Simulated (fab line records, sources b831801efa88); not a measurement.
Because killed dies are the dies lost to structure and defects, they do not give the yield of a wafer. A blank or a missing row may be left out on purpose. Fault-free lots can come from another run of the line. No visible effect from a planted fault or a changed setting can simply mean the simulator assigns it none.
Code-filled problem report in 8D (eight disciplines) form	flow sky130	the parts of the form that need people (team, actions taken, sign-off) are left out

== 1. THE PROBLEM ==
Across 4 wafers from 2 lots, LOCAL_INTERCONNECT_TIN_RS at SKY_LOCAL_INTERCONNECT_RS_MEAS_01 averages 18.34 ohm/sq, while fault-free wafers read 14.18 ohm/sq with a standard deviation of 0.17. Relative to the usual mean, that is a shift of +24 standard deviations.
The step: measures by four-point-probe.
First observed at day 34 15:05: wafer L752.2, on film-metro-04. At this step, 27 wafers from 9 lots have a number in the record. By rule, "out" or "out of limits" means more than 4 standard deviations away from the usual mean. The rest of the wafers with a number are treated as sound.

== 2. WHAT IT IS; WHAT IT IS NOT ==
question	is	is not
which readings at this step	LOCAL_INTERCONNECT_TIN_RS	-
which lots	L752, L755	L739, L742, L745, L754, L757, L758, L760
which wafers of those lots	L752.2, L752.6, L755.3, L755.6	L752.4, L755.1
read on which gauges	film-metro-03, film-metro-04	film-metro-01
when	from day 34 15:05	up to then (13 sound wafers); but 10 sound wafers of L755, L757, L758, L760 came after

== 3. WHAT RULES OUT EACH SUSPECT ==
Counting: if a tool at a process step up to the reading ran every lot that is out, it stays a suspect. Sound lots after the first of them don't rule it out here, since some wafers of a struck lot are sound.
- the gauge at SKY_LOCAL_INTERCONNECT_RS_MEAS_01 is ruled out. The wafers that are out were read on 2 gauges (film-metro-03, film-metro-04).
- pvd-sputter-02 at SKY_LOCAL_INTERCONNECT_SPUTTER_00 (material TiN, target thk 100 nm, time 83.3 s): kept. Every lot that is out went through it, the first being L752 (day 34 15:00); the last sound lot it ran before that was L754 (day 34 13:14).
Remaining after the count: pvd-sputter-02 at SKY_LOCAL_INTERCONNECT_SPUTTER_00.

== 4. THE CAUSE (what the simulator had put in) ==
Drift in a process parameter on pvd-sputter-02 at SKY_LOCAL_INTERCONNECT_SPUTTER_00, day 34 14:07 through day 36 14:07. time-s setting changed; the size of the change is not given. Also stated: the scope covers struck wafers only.
The count eliminated every tool but this one.

== 5. THE EFFECT CHAIN, in route order ==
Each row: a reading where the mean over the struck wafers with a number is more than 3 standard deviations away from the usual. Readings are gone through only where the record gives a usual standard deviation; hours: the median, over the lots, of the time from a lot's start at the first step in this table giving one to that lot's start at this step; sigmas: the change measured in usual standard deviations.
hours	step	reading	usual	on struck wafers	change	sigmas
0	SKY_LOCAL_INTERCONNECT_RS_MEAS_01	LOCAL_INTERCONNECT_TIN_RS	14.18 ohm/sq	18.34	+4.16	+24
4	SKY_LOCAL_INTERCONNECT_THK_MEAS_02	LOCAL_INTERCONNECT_TIN_THK	98.5 nm	76.8	-21.7	-17
27	SKY_LOCAL_INTERCONNECT_METAL_ETCH_14	oes-product-au	0.940 a.u.	0.820	-0.120	-17
27	SKY_LOCAL_INTERCONNECT_METAL_ETCH_14	throttle-valve-pct	21.903 %	21.976	+0.073	+7.3
Its process steps:
- SKY_LOCAL_INTERCONNECT_METAL_ETCH_14: etches TiN in Cl2/BCl3, stops on PSG, target depth 110 nm, time 31.4 s.
Later steps that measure or inspect, where all struck wafers having a row at the step show a number for every such reading and not one has moved that far: SKY_LOCAL_INTERCONNECT_OVL_MEAS_12.

== 6. HOW IT WOULD HAVE BEEN CAUGHT EARLIER ==
In this record the first reading out of limits at a measuring or inspecting step was taken at day 34 15:05, 1 hour after the fault began at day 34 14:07.
Of the tool readings at SKY_LOCAL_INTERCONNECT_SPUTTER_00 for which the record gives a usual standard deviation, none was out on any struck wafer, so an alarm limit of 4 standard deviations on them would not have fired.
L755, from the lots that are out (2), started SKY_LOCAL_INTERCONNECT_SPUTTER_00 on pvd-sputter-02 later than day 34 15:05. Putting the tool on hold at that point would have spared it.
